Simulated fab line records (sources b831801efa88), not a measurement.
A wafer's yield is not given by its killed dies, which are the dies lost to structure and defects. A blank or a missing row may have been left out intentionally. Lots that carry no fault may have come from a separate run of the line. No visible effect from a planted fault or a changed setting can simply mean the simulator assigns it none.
Which tool is to blame? ; flow sky130 ; 12 lots (36 wafers sampled), 1 step of a 708-step route

WHAT THE GAUGES READ, wafer by wafer
SKY_VT_ADJUST_LVTN_TW_MEAS_10.
lot;measured;on;VT_ADJUST_LVTN_TW
L075;day 7 07:10;film_metro-02;237.4 237.5 238.2
L077;day 7 23:58;film_metro-03;242.1 242.8 239.2
L079;day 8 11:13;film_metro-01;238.8 237.7 238.4
L081;day 8 22:49;film_metro-03;240.6 238.9 238.6
L083;day 9 11:58;film_metro-03;240.4 239.5 240.9
L085;day 10 05:36;film_metro-03;241.0 241.2 240.4
L087;day 10 12:40;film_metro-01;241.0 240.3 240.2
L089;day 11 05:14;film_metro-03;240.8 241.1 243.1
L091;day 11 21:45;film_metro-01;240.8 240.0 238.8
L093;day 12 07:34;film_metro-03;241.3 240.3 239.5
L095;day 12 22:04;film_metro-03;239.9 240.9 240.3
L097;day 13 17:35;film_metro-03;240.3 238.9 238.7

WHAT TOOL EACH LOT RAN ON (gives the tool, then ch and the chambers of the sampled wafers, and finally the start)
No process step before these readings appears in the record.

THE ANSWER, worked out from the rows above alone
Rule: the usual values come from the lots themselves. The widest of any qualifying gaps counts: lots, ordered by their means at a reading, are off when they make up no more than a third of the lots, leave a main group of 4 or more, and stand apart from it by 3 or more times the standard deviation of that group's means. Not used: any main group whose means are identical at the precision the tables above print for the reading. A lot without any number at a reading at which 4 lots or more have one is off too. Any other lot the step has rows for is counted as sound.
No lot is off on any of the readings shown, so nothing can be concluded from this.

WHAT HAD BEEN PUT IN BY THE SIMULATOR
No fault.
